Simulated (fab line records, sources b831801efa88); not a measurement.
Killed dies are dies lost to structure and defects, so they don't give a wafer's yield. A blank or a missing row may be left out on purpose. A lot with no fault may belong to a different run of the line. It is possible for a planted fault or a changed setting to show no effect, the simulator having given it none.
What tool caused it? | flow gf180mcu | 42 wafers from 14 lots sampled at 5 of the route's 602 steps

== WHAT EACH GAUGE READ, for each wafer ==
GF_VT_IMPLANT_OVL_MEAS_40.
lot  | measured     | on         | VT_IMPLANT_03_OVL (nm)
L824 | day 8 07:33  | overlay-01 | -0.4 -2.7 -1.7
L825 | day 8 09:14  | overlay-01 | -2.4 -2.5 -1.3
L826 | day 8 20:00  | overlay-02 | 0.0 0.6 0.8
L827 | day 8 20:35  | overlay-02 | -1.6 -0.4 -1.0
L828 | day 8 22:26  | overlay-02 | 0.5 -0.1 0.6
L830 | day 9 10:02  | overlay-02 | 0.6 -0.2 0.9
L832 | day 9 21:50  | overlay-01 | -1.3 -2.3 -1.1
L836 | day 10 21:29 | overlay-02 | -0.5 -1.2 -1.0
L837 | day 11 03:18 | overlay-02 | 0.5 -2.4 -0.5
L838 | day 11 08:23 | overlay-02 | 183.3 183.2 181.9 184.2 184.5 183.5
L840 | day 11 23:00 | overlay-01 | 181.0 181.7 182.1 182.3 183.3 184.1
L841 | day 12 03:22 | overlay-02 | 182.6 180.1 181.7 183.3 181.7 183.3
L844 | day 12 23:57 | overlay-02 | -0.2 0.5 0.0
L847 | day 13 16:54 | overlay-01 | 0.2 0.8 -0.8

GF_M1_RS_MEAS_05: uses a four-point probe to measure.
lot  | measured     | on            | M1_ALCU_RS (ohm/sq)
L824 | day 16 22:06 | film_metro-04 | 0.0691 0.0689 0.0678
L825 | day 17 06:35 | film_metro-02 | 0.0697 0.0688 0.0697
L826 | day 17 15:46 | film_metro-04 | 0.0684 0.0685 0.0682
L827 | day 17 16:31 | film_metro-02 | 0.0688 0.0677 0.0691
L828 | day 17 19:40 | film_metro-01 | 0.0689 0.0678 0.0689
L830 | day 18 08:25 | film_metro-04 | 0.0692 0.0698 0.0695
L832 | day 19 04:27 | film_metro-02 | 0.0693 0.0694 0.0702
L836 | day 20 13:37 | film_metro-04 | 0.0690 0.0701 0.0702
L837 | day 21 00:40 | film_metro-02 | 0.0686 0.0690 0.0691
L844 | day 23 08:08 | film_metro-02 | 0.0695 0.0694 0.0694
L847 | day 24 00:52 | film_metro-02 | 0.0688 0.0686 0.0685

GF_M2_THK_MEAS_06: measures by xrf.
lot  | measured     | on            | M2_ALCU_THK (nm)
L824 | day 19 01:00 | film_metro-04 | 458 456 459
L825 | day 19 08:31 | film_metro-04 | 460 462 464
L826 | day 19 18:46 | film_metro-04 | 453 452 461
L827 | day 19 20:19 | film_metro-04 | 460 456 464
L828 | day 20 00:32 | film_metro-04 | 453 459 453
L830 | day 20 12:07 | film_metro-04 | 451 448 450
L832 | day 21 08:05 | film_metro-03 | 462 458 456
L836 | day 23 00:41 | film_metro-03 | 446 451 452
L837 | day 23 02:09 | film_metro-02 | 457 456 456
L844 | day 25 07:03 | film_metro-04 | 453 451 455
L847 | day 25 23:19 | film_metro-02 | 449 450 453

== WHAT TOOL EACH LOT RAN ON (gives the tool, then ch and the chambers of the sampled wafers, and finally the start) ==
lot  | GF_VT_IMPLANT_EXPOSE_37             | GF_V1_ETCH_16
L824 | iline_stepper-01 ch 0, day 7 23:31  | rie_diel-02 ch 0,2, day 18 23:18
L825 | iline_stepper-02 ch 0, day 8 01:41  | rie_diel-04 ch 1,2,3, day 19 06:45
L826 | iline_stepper-01 ch 0, day 8 12:40  | rie_diel-02 ch 1,3, day 19 17:02
L827 | iline_stepper-02 ch 0, day 8 12:56  | rie_diel-04 ch 0,2, day 19 18:36
L828 | iline_stepper-02 ch 0, day 8 14:41  | rie_diel-03 ch 0,1,3, day 19 22:48
L830 | iline_stepper-02 ch 0, day 9 02:08  | rie_diel-04 ch 0,2, day 20 10:23
L832 | iline_stepper-01 ch 0, day 9 13:07  | rie_diel-03 ch 1,3, day 21 06:23
L836 | iline_stepper-01 ch 0, day 10 12:37 | rie_diel-03 ch 1,2,3, day 22 22:42
L837 | iline_stepper-01 ch 0, day 10 18:37 | rie_diel-03 ch 1,3, day 23 00:26
L838 | iline_stepper-02 ch 0, day 10 23:31 | -
L840 | iline_stepper-02 ch 0, day 11 14:17 | -
L841 | iline_stepper-02 ch 0, day 11 17:56 | -
L844 | iline_stepper-01 ch 0, day 12 14:38 | rie_diel-02 ch 0,1, day 25 05:20
L847 | iline_stepper-01 ch 0, day 13 07:44 | rie_diel-02 ch 0,1,2, day 25 21:14
- GF_VT_IMPLANT_EXPOSE_37: exposes mask Nwell HV AREA, target cd 860 nm.
- GF_V1_ETCH_16: etches BARC in N2/H2.

== WHAT THE TOOLS THEMSELVES READ (means of the sampled wafers that have a number; where no wafer has one, the mark that the record gives instead) ==
GF_VT_IMPLANT_EXPOSE_37.
lot  | tool             | exposure_dose_mJ_cm2
L824 | iline_stepper-01 | 139.91
L825 | iline_stepper-02 | 139.99
L826 | iline_stepper-01 | 139.95
L827 | iline_stepper-02 | 140.26
L828 | iline_stepper-02 | 139.95
L830 | iline_stepper-02 | 139.83
L832 | iline_stepper-01 | 139.92
L836 | iline_stepper-01 | 140.00
L837 | iline_stepper-01 | 140.14
L838 | iline_stepper-02 | 139.98
L840 | iline_stepper-02 | 139.96
L841 | iline_stepper-02 | 139.94
L844 | iline_stepper-01 | 140.09
L847 | iline_stepper-01 | 139.83

GF_V1_ETCH_16.
lot  | tool        | drypump_motor_current_A (A) | oes_product_au (a.u.) | throttle_valve_pct (%)
L824 | rie_diel-02 | 5.4                         | 0.855                 | 13.226
L825 | rie_diel-04 | 5.3                         | 0.852                 | 13.217
L826 | rie_diel-02 | 5.5                         | 0.853                 | 13.225
L827 | rie_diel-04 | 5.4                         | 0.856                 | 13.230
L828 | rie_diel-03 | 5.5                         | 0.860                 | 13.223
L830 | rie_diel-04 | 5.5                         | 0.852                 | 13.218
L832 | rie_diel-03 | 5.3                         | 0.849                 | 13.229
L836 | rie_diel-03 | 5.3                         | 0.850                 | 13.229
L837 | rie_diel-03 | 5.4                         | 0.860                 | 13.223
L844 | rie_diel-02 | 5.7                         | 0.854                 | 13.219
L847 | rie_diel-02 | 5.5                         | 0.849                 | 13.220

== THE ANSWER, worked out from the rows above alone ==
Rule: the usual values come from the lots themselves. Put in order of their means at a reading, lots are off if they are a third of the lots or fewer, leave a main group of 4 or more, and stand apart from it by a gap of 3 or more times the standard deviation of the main group's means; of several such gaps the widest counts. If all means in a main group match to the digits the tables above print for the reading, that group is not used. A lot without any number at a reading at which 4 lots or more have one is off too. Where the step has rows for the other lots, those lots are counted as sound. Order of review: gauges by route order, followed by the tools' own readings, for which a lot's mean as printed above is used. The first step at which some lot is off is used, and at that step the reading that is off furthest; a lot without a number counts as furthest.
Off: L838, L840, L841, seen at GF_VT_IMPLANT_OVL_MEAS_40 (VT_IMPLANT_03_OVL). Main group: mean -0.6 nm, sd 0.87.
A tool fits if, at a process step before that reading, it ran every lot that is off, and no sound lot after the first of them. Gauges at GF_VT_IMPLANT_OVL_MEAS_40: tried the same way as those tools. One fits: GF_VT_IMPLANT_EXPOSE_37 on iline_stepper-02. A fault onset in the window from L830 (day 9 02:08, its last sound lot) to L838 (day 10 23:31, its first lot off) fits.

== WHAT THE SIMULATOR HAD PUT IN ==
Scanner matching overlay: iline_stepper-02, from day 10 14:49 on, at GF_VT_IMPLANT_EXPOSE_37. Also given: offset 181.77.
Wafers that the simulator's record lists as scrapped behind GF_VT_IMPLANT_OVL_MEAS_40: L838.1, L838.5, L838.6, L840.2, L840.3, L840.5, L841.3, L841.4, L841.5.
Lots struck among those shown: L838, L840, L841. The rule above reached the same finding.
